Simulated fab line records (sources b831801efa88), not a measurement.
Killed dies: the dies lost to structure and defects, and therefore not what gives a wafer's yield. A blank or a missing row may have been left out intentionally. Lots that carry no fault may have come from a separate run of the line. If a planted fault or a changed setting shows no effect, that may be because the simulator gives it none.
The tool behind it: which one? + flow sfqLine + 14 lots (42 wafers sampled), 1 step of a 325-step route

WHAT THE GAUGES READ, wafer by wafer
No reading from a measuring or inspecting step in the record can be judged against a usual standard deviation.

EACH LOT AND THE TOOL THAT RAN IT (in order: tool; ch and the chambers of the sampled wafers; start)
| lot  | SFQ_TRILAYER_M3_LITHO_PEB_078    |
|------|----------------------------------|
| L416 | lithoTrack-01 ch 0, day 34 19:23 |
| L417 | lithoTrack-01 ch 0, day 35 09:46 |
| L419 | lithoTrack-04 ch 0, day 40 23:22 |
| L420 | lithoTrack-02 ch 0, day 41 11:25 |
| L421 | lithoTrack-04 ch 0, day 41 19:50 |
| L423 | lithoTrack-04 ch 0, day 41 22:14 |
| L424 | lithoTrack-04 ch 0, day 43 18:05 |
| L425 | lithoTrack-04 ch 0, day 44 11:44 |
| L431 | lithoTrack-01 ch 0, day 50 06:31 |
| L432 | lithoTrack-04 ch 0, day 50 10:09 |
| L435 | lithoTrack-04 ch 0, day 50 16:58 |
| L436 | lithoTrack-02 ch 0, day 50 18:07 |
| L438 | lithoTrack-04 ch 0, day 50 21:42 |
| L439 | lithoTrack-02 ch 0, day 50 22:54 |
- SFQ_TRILAYER_M3_LITHO_PEB_078: peb time 60 s.

WHAT THE TOOLS THEMSELVES READ (means of the sampled wafers that have a number; where no wafer has one, the mark that the record gives instead)
SFQ_TRILAYER_M3_LITHO_PEB_078.
| lot  | tool          | heaterPowerTotalW (W) |
|------|---------------|-----------------------|
| L416 | lithoTrack-01 | 79.18                 |
| L417 | lithoTrack-01 | 79.16                 |
| L419 | lithoTrack-04 | 79.18                 |
| L420 | lithoTrack-02 | 79.13                 |
| L421 | lithoTrack-04 | 79.20                 |
| L423 | lithoTrack-04 | 79.21                 |
| L424 | lithoTrack-04 | 83.50                 |
| L425 | lithoTrack-04 | 83.51                 |
| L431 | lithoTrack-01 | 79.12                 |
| L432 | lithoTrack-04 | 79.10                 |
| L435 | lithoTrack-04 | 79.18                 |
| L436 | lithoTrack-02 | 79.14                 |
| L438 | lithoTrack-04 | 79.13                 |
| L439 | lithoTrack-02 | 79.17                 |

THE ANSWER, worked out from the rows above alone
Rule: the lots themselves supply what counts as usual. The widest of any qualifying gaps counts: lots, ordered by their means at a reading, are off when they make up no more than a third of the lots, leave a main group of 4 or more, and stand apart from it by 3 or more times the standard deviation of that group's means. A main group is skipped when, at the precision printed for the reading in the tables above, its means are all equal. A lot without any number at a reading at which 4 lots or more have one is off too. All remaining lots with rows at the step are treated as sound. Order of review: gauges by route order, followed by the tools' own readings, for which a lot's mean as printed above is used. The first step at which some lot is off is used, and at that step the reading that is off furthest; a lot without a number counts as furthest.
Off: L424, L425, at SFQ_TRILAYER_M3_LITHO_PEB_078 (heaterPowerTotalW). For the main group the mean is 79.16 W and the standard deviation 0.033.
A tool fits if, at that step or a process step before it, it ran every lot that is off, and no sound lot after the first of them. No candidate that was tried fits.

WHAT THE SIMULATOR HAD PUT IN
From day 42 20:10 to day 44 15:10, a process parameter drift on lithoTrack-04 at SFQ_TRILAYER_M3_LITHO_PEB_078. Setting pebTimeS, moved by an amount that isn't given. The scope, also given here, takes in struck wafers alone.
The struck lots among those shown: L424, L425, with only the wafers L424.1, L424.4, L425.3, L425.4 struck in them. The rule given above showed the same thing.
